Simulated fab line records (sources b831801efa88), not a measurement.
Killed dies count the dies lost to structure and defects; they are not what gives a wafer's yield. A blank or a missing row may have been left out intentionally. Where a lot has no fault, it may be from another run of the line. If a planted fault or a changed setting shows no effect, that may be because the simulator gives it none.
fab line records + flow sky130
record:
- lots: 6
- wafers: 18
- last-day: 50
route steps=708 shown SONOS_ONO@186 GATE_OXIDE@187 PAD_OPEN@708
lots that met no fault: taken from a fault-free run of the same line
start-h: hours from the record's first day to the start of the lot's first wafer shown + wait-h: hours from the lot's prior step to this one + " the same as in the row above + L1.1+2: a single row standing in for several wafers + - no value, or no start was given + * or withheld: withheld + < > ~ a bound
route shown NAME@n: NAME is a module with steps in the file, n the number in the route of the first one + usual: mean/standard deviation taken from wafers without a fault + same: alike in all rows + chamber/n: place in a boat + sites: readings site by site + _std_site: standard deviation across them + _edge_site: the outer-site mean with the inner-site mean subtracted + radius-mm: for every site, how far away it sits from the centre of the wafer + mask NAME#n: copy n + behind: the tool/chamber that last shaped the wafer + hold: why the lot went on hold/how many hours it stayed there/how the hold came to an end + device: which transistor (n, p or np) failed to switch + end of line: tests of these same wafers at the route's end + where a step has no rows: the recipe by itself + killed: dies that structure and defects cost at the first sort, which is not the same as the wafer's yield + map: shows each die of a wafer: x if killed, . if not, _ if none is there
set.NAME: the setting the step ran with; set.NAME@STEP: the setting that earlier step ran with + model.NAME: the simulator's own value behind a step, which no gauge read
lots at selected steps of the route; one table per step, one row per wafer
services: from which hour (start-h, from the record's first day; less than 0 if before it) a tool's chamber was out of use, for how many hours, and why
== steps ==
step: SKY_SONOS_ONO_WET_ETCH_18
recipe:
- chemistry: H3PO4
- target-depth-nm: 15
- target: Si3N4
- temp-c: 160
- time-s: 172
step: SKY_GATE_OXIDE_CLEAN_00
recipe:
- chemistry: SC1/SC2
- mix: 1:4:20
- temp-c: 70
- time-s: 150
- dry: n2-spin
step: SKY_GATE_OXIDE_OXIDATION_01
recipe:
- temp-c: 900
- ambient: O2
- stabilise-s: 600
- purge-s: 300
- target-thk-a: 102.68
- ox-time-s: 1473
step: SKY_GATE_OXIDE_THK_MEAS_02
recipe:
- reads: SiO2_of_GATE_OXIDE_OXIDATION_01
usual:
- GATE_OXIDE_OXIDATION_00_THK: 10.25/0.18
| lot.wafer | tool          | chamber | start-h | wait-h | GATE_OXIDE_OXIDATION_00_THK[nm] |
|-----------|---------------|---------|---------|--------|---------------------------------|
| L119.4    | film-metro-02 | -       | 294.69  | 0.0    | 10.07                           |
| L119.5    | "             | -       | "       | "      | 10.09                           |
| L119.6    | "             | -       | "       | "      | 9.99                            |
| L121.2    | film-metro-01 | -       | 326.13  | 0.0    | 10.37                           |
| L121.3    | "             | -       | "       | "      | 10.43                           |
| L121.5    | "             | -       | "       | "      | 10.40                           |
| L129.3    | film-metro-02 | -       | 377.29  | 0.0    | 10.32                           |
| L129.5    | "             | -       | "       | "      | 10.28                           |
| L129.6    | "             | -       | "       | "      | 10.29                           |
| L130.2    | film-metro-02 | -       | 385.11  | 0.0    | 10.32                           |
| L130.3    | "             | -       | "       | "      | 10.08                           |
| L130.6    | "             | -       | "       | "      | 10.14                           |
| L132.1    | film-metro-02 | -       | 402.86  | 0.0    | 9.84                            |
| L132.4    | "             | -       | "       | "      | 10.04                           |
| L132.5    | "             | -       | "       | "      | 10.32                           |
| L139.1    | film-metro-03 | -       | 472.72  | 0.0    | 10.28                           |
| L139.3    | "             | -       | "       | "      | 10.28                           |
| L139.4    | "             | -       | "       | "      | 10.34                           |
step: SKY_GATE_OXIDE_DEHYDRATE_03
recipe:
- temp-c: 200
- time-s: 60
step: SKY_GATE_OXIDE_HMDS_04
recipe:
- prime-time-s: 60
- prime-temp-c: 120
step: SKY_GATE_OXIDE_COAT_05
recipe:
- resist: NOVOLAK
- spin-rpm: 3000
- resist-thk-nm: 1140
step: SKY_GATE_OXIDE_SOFTBAKE_06
recipe:
- temp-c: 90
- time-s: 60
- resist: NOVOLAK
step: SKY_GATE_OXIDE_EXPOSE_07
recipe:
- mask-id: LVOM
- na: 0.6
- source-shape: conventional
- sigma-outer: 0.6
- polarization: unpolarized
- target-cd-nm: 600
- dose-mj: 170
step: SKY_GATE_OXIDE_PEB_08
recipe:
- temp-c: withheld
- time-s: *
- resist: NOVOLAK
step: SKY_GATE_OXIDE_DEVELOP_09
recipe:
- resist: NOVOLAK
- developer: TMAH
- develop-time-s: 60
- dev-temp-c: 23
step: SKY_GATE_OXIDE_OVL_MEAS_10
usual:
- GATE_OXIDE_OVL: -0.7/1.2
| lot.wafer | tool       | chamber | start-h | wait-h | GATE_OXIDE_OVL[nm] |
|-----------|------------|---------|---------|--------|--------------------|
| L119.4    | overlay-02 | -       | 320.03  | 0.1    | 0.2                |
| L119.5    | "          | -       | "       | "      | -0.5               |
| L119.6    | "          | -       | "       | "      | 1.4                |
| L121.2    | overlay-02 | -       | 352.97  | 0.1    | -0.7               |
| L121.3    | "          | -       | "       | "      | -2.4               |
| L121.5    | "          | -       | "       | "      | -1.5               |
| L129.3    | overlay-02 | -       | 406.56  | 0.1    | -1.0               |
| L129.5    | "          | -       | "       | "      | 0.3                |
| L129.6    | "          | -       | "       | "      | 1.7                |
| L130.2    | overlay-01 | -       | 414.47  | 0.1    | -1.0               |
| L130.3    | "          | -       | "       | "      | -1.3               |
| L130.6    | "          | -       | "       | "      | -0.9               |
| L132.1    | overlay-02 | -       | 432.85  | 0.1    | -1.2               |
| L132.4    | "          | -       | "       | "      | -0.7               |
| L132.5    | "          | -       | "       | "      | 0.8                |
| L139.1    | overlay-02 | -       | 502.66  | 0.1    | -2.5               |
| L139.3    | "          | -       | "       | "      | -1.1               |
| L139.4    | "          | -       | "       | "      | -2.1               |
step: SKY_GATE_OXIDE_IMPLANT_11
recipe:
- species: B
- energy-kev: 10
- dose-cm2: 2.6e+12
- tilt-deg: withheld
usual:
- dose-ions-cm2: 2.6e+12/2.8e+09
- faraday-current-uA: 14.68/0.29
| lot.wafer | tool         | chamber | start-h | wait-h | dose-ions-cm2 | faraday-current-uA |
|-----------|--------------|---------|---------|--------|---------------|--------------------|
| L119.4    | implanter-04 | 0       | 320.13  | 0.1    | 2.6028e+12    | 15.29              |
| L119.5    | "            | 0       | "       | "      | 2.6e+12       | 14.03              |
| L119.6    | "            | 0       | "       | "      | 2.6038e+12    | 14.11              |
| L121.2    | implanter-03 | 0       | 353.02  | 0.0    | 2.6006e+12    | 14.34              |
| L121.3    | "            | 0       | "       | "      | 2.6e+12       | 14.59              |
| L121.5    | "            | 0       | "       | "      | 2.5978e+12    | 14.58              |
| L129.3    | implanter-04 | 0       | 406.63  | 0.1    | 3.356e+12     | 18.40              |
| L129.5    | "            | 0       | "       | "      | 3.359e+12     | 18.96              |
| L129.6    | "            | 0       | "       | "      | 3.3581e+12    | 18.85              |
| L130.2    | implanter-04 | 0       | 414.52  | 0.0    | 3.3563e+12    | 19.43              |
| L130.3    | "            | 0       | "       | "      | 3.3544e+12    | 18.71              |
| L130.6    | "            | 0       | "       | "      | 3.3587e+12    | 19.08              |
| L132.1    | implanter-01 | 0       | 432.88  | 0.0    | 2.5995e+12    | 14.87              |
| L132.4    | "            | 0       | "       | "      | 2.5982e+12    | 14.56              |
| L132.5    | "            | 0       | "       | "      | 2.6036e+12    | 15.03              |
| L139.1    | implanter-03 | 0       | 502.70  | 0.0    | 2.6032e+12    | 14.60              |
| L139.3    | "            | 0       | "       | "      | 2.5999e+12    | 14.55              |
| L139.4    | "            | 0       | "       | "      | 2.6023e+12    | 15.00              |
step: SKY_GATE_OXIDE_WET_ETCH_12
recipe:
- chemistry: dHF
- target-depth-nm: 16.8
- dry: n2-spin
- target: SiO2
- dilution: 100:1
- temp-c: 25
- time-s: 336
step: SKY_GATE_OXIDE_STRIP_13
recipe:
- chemistry: O2/N2
- power-w: 1400
- pressure-mtorr: 1500
- platen-temp-c: withheld
- o2-flow-sccm: 3000
- n2-flow-sccm: 300
- overash-fraction: 0.5
usual:
- drypump-motor-current-A: 5.3/0.33
- o2-flow-sccm: 2999/9.4
- oes-product-au: 0.716/0.0042
- strip-time-to-endpoint-s: 14.18/0.046
| lot.wafer | tool            | chamber | start-h | wait-h | drypump-motor-current-A | o2-flow-sccm | oes-product-au | rf-hours-counter-h | strip-time-to-endpoint-s |
|-----------|-----------------|---------|---------|--------|-------------------------|--------------|----------------|--------------------|--------------------------|
| L119.4    | plasma-asher-03 | 0       | 320.34  | 0.0    | 5.4                     | 3006         | 0.710          | -                  | 14.13                    |
| L119.5    | "               | 1       | "       | "      | 5.4                     | 3009         | 0.712          | -                  | 14.15                    |
| L119.6    | "               | 0       | "       | "      | 5.4                     | 2997         | 0.718          | -                  | 14.14                    |
| L121.2    | plasma-asher-03 | 1       | 353.26  | 0.0    | 5.4                     | 2996         | 0.712          | 61                 | 14.22                    |
| L121.3    | "               | 0       | "       | "      | 5.4                     | 3007         | 0.713          | -                  | 14.22                    |
| L121.5    | "               | 1       | "       | "      | 5.4                     | 3000         | 0.714          | -                  | 14.27                    |
| L129.3    | plasma-asher-04 | 1       | 406.87  | 0.0    | 5.7                     | 3015         | 0.709          | -                  | 14.20                    |
| L129.5    | "               | 0       | "       | "      | 4.7                     | 2990         | 0.715          | -                  | 14.19                    |
| L129.6    | "               | 1       | "       | "      | 5.8                     | 3008         | 0.720          | -                  | 14.15                    |
| L130.2    | plasma-asher-03 | 1       | 414.85  | 0.0    | 5.4                     | 3005         | 0.713          | 68                 | 14.20                    |
| L130.3    | "               | 1       | "       | "      | 5.3                     | 3004         | 0.720          | -                  | 14.13                    |
| L130.6    | "               | 0       | "       | "      | 5.4                     | 3019         | 0.724          | -                  | 14.13                    |
| L132.1    | plasma-asher-01 | 0       | 433.14  | 0.0    | 5.6                     | 2995         | 0.714          | 65                 | 14.22                    |
| L132.4    | "               | 1       | "       | "      | 5.0                     | 3000         | 0.715          | -                  | 14.24                    |
| L132.5    | "               | 0       | "       | "      | 5.6                     | 3001         | 0.716          | -                  | 14.23                    |
| L139.1    | plasma-asher-04 | 1       | 502.95  | 0.0    | 5.8                     | 2992         | 0.717          | 7                  | 14.17                    |
| L139.3    | "               | 1       | "       | "      | 5.8                     | 2989         | 0.717          | -                  | 14.21                    |
| L139.4    | "               | 0       | "       | "      | 4.7                     | 2993         | 0.714          | -                  | 14.19                    |
step: SKY_GATE_OXIDE_TW_MEAS_14
usual:
- GATE_OXIDE_TW: 225.5/2.4
| lot.wafer | tool          | chamber | start-h | wait-h | GATE_OXIDE_TW |
|-----------|---------------|---------|---------|--------|---------------|
| L119.4    | film-metro-01 | -       | 320.43  | 0.1    | 227.9         |
| L119.5    | "             | -       | "       | "      | 228.1         |
| L119.6    | "             | -       | "       | "      | 227.4         |
| L121.2    | film-metro-03 | -       | 353.37  | 0.1    | 224.4         |
| L121.3    | "             | -       | "       | "      | 223.9         |
| L121.5    | "             | -       | "       | "      | 223.9         |
| L129.3    | film-metro-01 | -       | 406.96  | 0.1    | 245.8         |
| L129.5    | "             | -       | "       | "      | 245.6         |
| L129.6    | "             | -       | "       | "      | 244.8         |
| L130.2    | film-metro-03 | -       | 414.96  | 0.1    | 241.4         |
| L130.3    | "             | -       | "       | "      | 240.3         |
| L130.6    | "             | -       | "       | "      | 241.7         |
| L132.1    | film-metro-02 | -       | 433.24  | 0.1    | 223.4         |
| L132.4    | "             | -       | "       | "      | 223.9         |
| L132.5    | "             | -       | "       | "      | 222.7         |
| L139.1    | film-metro-01 | -       | 503.05  | 0.1    | 227.1         |
| L139.3    | "             | -       | "       | "      | 228.4         |
| L139.4    | "             | -       | "       | "      | 228.5         |
step: SKY_GATE_OXIDE_CLEAN_15
recipe:
- chemistry: SC1/SC2
- mix: 1:4:20
- temp-c: 70
- time-s: 150
- dry: n2-spin
step: SKY_PAD_OPEN_PROBE_99
usual:
- killed_at_M0_to_M3: 44/6.9
- killed_at_M4_up: 3.0/1.5
- killed-at-contacts: 24/5.2
- killed-at-front-end: 15/4.1
- killed-at-other: 0.4/0.62
- killed-dies: 87/9.6
- killed-open: 47/7
- killed-short: 40/6.2
same:
- gross-dies: 492
- killed-at-back-side: 0
| lot.wafer | tool      | chamber | start-h | wait-h | killed_at_M0_to_M3 | killed_at_M4_up | killed-at-contacts | killed-at-front-end | killed-at-other | killed-dies | killed-open | killed-short | model.etest.tip-p.rs-ohm-sq | model.etest.pfet_01v8.r-on-ohm-um | model.etest.nfet_01v8_lvt.drive-ua-um | model.etest.nfet_01v8.r-on-ohm-um | model.etest.pfet_01v8_lvt.drive-ua-um | model.etest.nfet_01v8.drive-ua-um | model.etest.nfet_01v8_turned.drive-ua-um | model.etest.nfet_01v8_swapped.drive-ua-um |
|-----------|-----------|---------|---------|--------|--------------------|-----------------|--------------------|---------------------|-----------------|-------------|-------------|--------------|-----------------------------|-----------------------------------|---------------------------------------|-----------------------------------|---------------------------------------|-----------------------------------|------------------------------------------|-------------------------------------------|
| L119.4    | prober-01 | -       | 1078.18 | 0.2    | 39                 | 4               | 24                 | 18                  | 0               | 85          | 44          | 41           | 6651                        | 2745                              | 587.2                                 | 816.2                             | 177.6                                 | 520                               | 517.3                                    | 516.5                                     |
| L119.5    | prober-01 | -       | 1078.23 | 0.2    | 61                 | 5               | 20                 | 10                  | 0               | 96          | 54          | 42           | 6736                        | 2826                              | 594.4                                 | 815.2                             | 174.8                                 | 522.9                             | 521.9                                    | 521.1                                     |
| L119.6    | prober-01 | -       | 1078.28 | 0.2    | 49                 | 2               | 26                 | 22                  | 1               | 100         | 61          | 39           | 6667                        | 2823                              | 590.3                                 | 822.5                             | 174.1                                 | 525.8                             | 523.1                                    | 519.5                                     |
| L121.2    | prober-01 | -       | 1103.62 | 0.1    | 45                 | 4               | 24                 | 11                  | 1               | 85          | 36          | 49           | 6873                        | 2848                              | 587.7                                 | 819.5                             | 173.5                                 | 514.7                             | 513.7                                    | 512.1                                     |
| L121.3    | prober-01 | -       | 1103.67 | 0.2    | 40                 | 4               | 17                 | 10                  | 0               | 71          | 37          | 33           | 6924                        | 2956                              | 581.3                                 | 831                               | 172.3                                 | 506.5                             | 510.3                                    | 510.9                                     |
| L121.5    | prober-01 | -       | 1103.77 | 0.2    | 39                 | 2               | 19                 | 14                  | 1               | 75          | 46          | 27           | 6916                        | 2884                              | 592.5                                 | 806.1                             | 175.8                                 | 521.7                             | 518.6                                    | 520.4                                     |
| L129.3    | prober-01 | -       | 1143.80 | 0.2    | 50                 | 2               | 24                 | 18                  | 0               | 94          | 51          | 43           | 6510                        | 2653                              | 512.4                                 | 887.5                             | 210.9                                 | 456.7                             | 455.2                                    | 452.3                                     |
| L129.5    | prober-01 | -       | 1143.90 | 0.2    | 33                 | 0               | 20                 | 9                   | 1               | 63          | 32          | 31           | 6496                        | 2695                              | 518.4                                 | 887                               | 208.7                                 | 454.7                             | 456.2                                    | 453                                       |
| L129.6    | prober-01 | -       | 1143.95 | 0.2    | 40                 | 3               | 25                 | 11                  | 0               | 79          | 45          | 34           | 6520                        | 2649                              | 519.1                                 | 888.1                             | 211.6                                 | 457.9                             | 458.9                                    | 453.3                                     |
| L130.2    | prober-02 | -       | 1144.77 | 0.1    | 47                 | 1               | 42                 | 12                  | 1               | 103         | 61          | 42           | 6413                        | 2641                              | 531.2                                 | 866                               | 212.7                                 | 475.5                             | 473.5                                    | 476.3                                     |
| L130.3    | prober-02 | -       | 1144.82 | 0.2    | 46                 | 2               | 25                 | 18                  | 0               | 91          | 45          | 45           | 6395                        | 2564                              | 557.6                                 | 826.3                             | 214.7                                 | 494.4                             | 491.6                                    | 499.8                                     |
| L130.6    | prober-02 | -       | 1144.97 | 0.2    | 41                 | 3               | 19                 | 13                  | 1               | 77          | 47          | 30           | 6423                        | 2620                              | 549.5                                 | 844.6                             | 215                                   | 483.2                             | 486.4                                    | 487.3                                     |
| L132.1    | prober-02 | -       | 1155.47 | 0.1    | 41                 | 7               | 26                 | 19                  | 1               | 94          | 42          | 52           | 6928                        | 2984                              | 568                                   | 838.4                             | 175.1                                 | 497.4                             | 494.2                                    | 499.1                                     |
| L132.4    | prober-02 | -       | 1155.62 | 0.2    | 57                 | 3               | 25                 | 18                  | 1               | 104         | 51          | 53           | 6959                        | 2991                              | 562.1                                 | 848.6                             | 174.6                                 | 491                               | 490.6                                    | 492.6                                     |
| L132.5    | prober-02 | -       | 1155.67 | 0.2    | 44                 | 4               | 25                 | 10                  | 0               | 83          | 37          | 46           | 7011                        | 3050                              | 561.4                                 | 845.5                             | 172.2                                 | 492.8                             | 493.8                                    | 497.9                                     |
| L139.1    | prober-02 | -       | 1196.99 | 0.1    | 46                 | 1               | 24                 | 15                  | 1               | 87          | 51          | 35           | 6862                        | 2898                              | 602.2                                 | 798.5                             | 172.3                                 | 529.3                             | 530.3                                    | 531.7                                     |
| L139.3    | prober-02 | -       | 1197.09 | 0.2    | 41                 | 2               | 22                 | 18                  | 0               | 83          | 43          | 40           | 6860                        | 2909                              | 579.9                                 | 824.5                             | 173.7                                 | 507.1                             | 510.1                                    | 504.2                                     |
| L139.4    | prober-02 | -       | 1197.14 | 0.2    | 31                 | 5               | 18                 | 25                  | 1               | 80          | 45          | 35           | 6846                        | 2939                              | 593.8                                 | 820                               | 171.9                                 | 523.1                             | 521.8                                    | 521.1                                     |
killed by level:class
L119.4 VIA3:geometric-particle:open=9 CONTACT:geometric-particle:open=8 FIELD_ISO:geometric-particle:short=7 FIELD_ISO:geometric-particle:open=7 LI_CONTACT:geometric-particle:open=5 CONTACT:geometric-particle:short=5 VIA1:geometric-particle:open=5 METAL2:geometric-particle:short=5
L119.5 VIA2:geometric-particle:open=12 VIA1:geometric-particle:open=11 METAL2:geometric-particle:short=8 METAL1:geometric-particle:short=8 CONTACT:geometric-particle:open=8 LI_CONTACT:geometric-particle:open=5 VIA3:geometric-particle:open=5 LI_CONTACT:geometric-particle:short=4
L119.6 VIA1:geometric-particle:open=18 VIA3:geometric-particle:open=10 FIELD_ISO:geometric-particle:short=9 CONTACT:geometric-particle:open=9 LI_CONTACT:geometric-particle:short=6 LI_CONTACT:geometric-particle:open=6 VIA2:geometric-particle:open=6 FIELD_ISO:geometric-particle:open=5
L121.2 VIA1:geometric-particle:open=9 CONTACT:geometric-particle:open=8 METAL1:geometric-particle:short=8 CONTACT:geometric-particle:short=7 VIA1:geometric-particle:short=7 VIA2:geometric-particle:open=5 METAL2:geometric-particle:short=4 LOCAL_INTERCONNECT:geometric-particle:short=4
L121.3 VIA1:geometric-particle:open=13 LI_CONTACT:geometric-particle:open=6 CONTACT:geometric-particle:open=6 VIA1:geometric-particle:short=6 METAL2:geometric-particle:short=6 METAL1:geometric-particle:short=5 VIA3:geometric-particle:open=5 FIELD_ISO:geometric-particle:open=3
L121.5 VIA1:geometric-particle:open=10 LI_CONTACT:geometric-particle:open=8 VIA2:geometric-particle:open=5 VIA3:geometric-particle:open=5 VIA1:geometric-particle:short=4 CONTACT:geometric-particle:short=4 CONTACT:geometric-particle:open=4 VIA2:geometric-particle:short=4
L129.3 VIA3:geometric-particle:open=12 CONTACT:geometric-particle:open=10 METAL1:geometric-particle:short=8 VIA1:geometric-particle:open=7 FIELD_ISO:geometric-particle:short=6 LI_CONTACT:geometric-particle:open=6 VIA2:geometric-particle:open=5 VIA1:geometric-particle:short=4
L129.5 CONTACT:geometric-particle:open=8 VIA1:geometric-particle:open=7 METAL2:geometric-particle:short=6 VIA2:geometric-particle:open=6 LI_CONTACT:geometric-particle:open=4 CONTACT:geometric-particle:short=4 METAL1:geometric-particle:short=4 FIELD_ISO:geometric-particle:open=3
L129.6 LI_CONTACT:geometric-particle:open=12 VIA1:geometric-particle:open=12 CONTACT:geometric-particle:short=6 VIA1:geometric-particle:short=6 VIA2:geometric-particle:open=6 METAL2:geometric-particle:short=5 VIA3:geometric-particle:open=5 FIELD_ISO:geometric-particle:short=3
L130.2 CONTACT:geometric-particle:open=17 VIA1:geometric-particle:open=14 LI_CONTACT:geometric-particle:open=12 CONTACT:geometric-particle:short=8 VIA1:geometric-particle:short=8 METAL2:geometric-particle:short=7 VIA3:geometric-particle:open=7 FIELD_ISO:geometric-particle:short=4
L130.3 VIA1:geometric-particle:open=11 CONTACT:geometric-particle:short=8 METAL2:geometric-particle:short=7 METAL1:geometric-particle:short=7 LI_CONTACT:geometric-particle:open=6 VIA3:geometric-particle:open=6 CONTACT:geometric-particle:open=5 FIELD_ISO:geometric-particle:open=4
L130.6 VIA1:geometric-particle:open=12 CONTACT:geometric-particle:open=9 VIA2:geometric-particle:open=6 VIA3:geometric-particle:open=6 FIELD_ISO:geometric-particle:open=4 CONTACT:geometric-particle:short=4 METAL1:geometric-particle:short=4 VIA2:geometric-particle:short=4
L132.1 CONTACT:geometric-particle:open=10 CONTACT:geometric-particle:short=9 VIA2:geometric-particle:short=7 METAL4:geometric-particle:short=7 METAL2:geometric-particle:short=6 VIA2:geometric-particle:open=6 LI_CONTACT:geometric-particle:open=5 VIA3:geometric-particle:short=5
L132.4 CONTACT:geometric-particle:open=8 VIA2:geometric-particle:open=8 VIA2:geometric-particle:short=8 LI_CONTACT:geometric-particle:open=7 VIA1:geometric-particle:open=7 FIELD_ISO:geometric-particle:short=6 METAL1:geometric-particle:short=6 CONTACT:geometric-particle:short=5
L132.5 METAL1:geometric-particle:short=12 CONTACT:geometric-particle:open=11 METAL2:geometric-particle:short=6 VIA2:geometric-particle:open=5 LI_CONTACT:geometric-particle:open=4 CONTACT:geometric-particle:short=4 VIA1:geometric-particle:short=4 VIA1:geometric-particle:open=4
L139.1 CONTACT:geometric-particle:open=10 VIA1:geometric-particle:open=9 VIA3:geometric-particle:open=9 METAL2:geometric-particle:short=7 CONTACT:geometric-particle:short=6 VIA2:geometric-particle:open=6 FIELD_ISO:geometric-particle:open=5 METAL1:geometric-particle:short=4
L139.3 VIA1:geometric-particle:open=8 LI_CONTACT:geometric-particle:open=7 FIELD_ISO:geometric-particle:short=6 CONTACT:geometric-particle:open=6 VIA2:geometric-particle:open=6 CONTACT:geometric-particle:short=4 VIA3:geometric-particle:open=4 METAL1:geometric-particle:short=4
L139.4 VIA1:geometric-particle:open=10 VIA3:geometric-particle:open=8 POLY_GATE:geometric-particle:open=7 FIELD_ISO:geometric-particle:short=6 POLY_GATE:geometric-particle:short=5 LI_CONTACT:geometric-particle:open=5 CONTACT:geometric-particle:open=5 METAL4:geometric-particle:short=5
== services ==
| tool            | chamber | start-h | hours | kind       |
|-----------------|---------|---------|-------|------------|
| implanter-01    | -       | 340.99  | 2.4   | repair     |
| implanter-03    | -       | 384.80  | 2.5   | pm         |
| implanter-04    | -       | 386.71  | 2.2   | pm         |
| plasma-asher-04 | -       | 421.25  | 9.0   | pm         |
| plasma-asher-04 | 0       | 421.25  | 9.0   | vent-cycle |
| plasma-asher-04 | 1       | 421.25  | 9.0   | vent-cycle |
| implanter-04    | -       | 421.71  | 7.7   | repair     |
| plasma-asher-03 | -       | 422.87  | 0.7   | repair     |
| plasma-asher-01 | -       | 423.20  | 2.0   | repair     |
| plasma-asher-04 | 0       | 430.25  | -     | clean      |
| plasma-asher-04 | 1       | 430.25  | -     | clean      |
| plasma-asher-04 | -       | 436.05  | 9.4   | repair     |
| plasma-asher-03 | -       | 437.36  | 2.3   | repair     |
| plasma-asher-01 | -       | 454.53  | 1.9   | repair     |
| plasma-asher-04 | -       | 461.21  | 0.4   | repair     |
| implanter-03    | -       | 473.07  | 1.2   | repair     |
| plasma-asher-04 | -       | 475.84  | 2.6   | repair     |
| implanter-04    | -       | 487.32  | 2.7   | pm         |
| plasma-asher-03 | -       | 489.10  | 1.6   | repair     |
| implanter-04    | -       | 493.38  | 13.6  | pm         |
== key ==
first-sign:
- step: SKY_GATE_OXIDE_IMPLANT_11
- reading: dose-ions-cm2
- direction: up
- sigmas: 99+
- usual: *
- struck: *
effect:
- step: SKY_GATE_OXIDE_IMPLANT_11
- reading: faraday-current-uA
- direction: up
- sigmas: 15
- usual: 14.68
- struck: 18.91
effect:
- step: SKY_GATE_OXIDE_TW_MEAS_14
- reading: GATE_OXIDE_TW
- direction: up
- sigmas: 7.3
- usual: 225.5
- struck: 243.3
model-effect:
- step: SKY_PAD_OPEN_PROBE_99
- value: etest.tip-p.rs-ohm-sq
- without: 6790
- struck: 6459
met-at SKY_GATE_OXIDE_IMPLANT_11
struck-wafers L129.3,L129.5,L129.6,L130.2,L130.3,L130.6
tester-left-out L129,L130
onset-between 320.13 406.63
fault:
- kind: process-parameter-drift
- tool: implanter-04
- chamber: -
- onset-h: 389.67
- steps: SKY_GATE_OXIDE_IMPLANT_11
- channel: dose-cm2
- offset: *
- shape: step
- end-h: 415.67
- acts-in: *
- stated: *
tester-left-out: of these lots the tester's yield and bins aren't shown, on N5 and GAA mostly nor the transistor test; their killed dies are dies lost to structure and defects alone, not to doping, threshold or leakage, so they don't give the yield
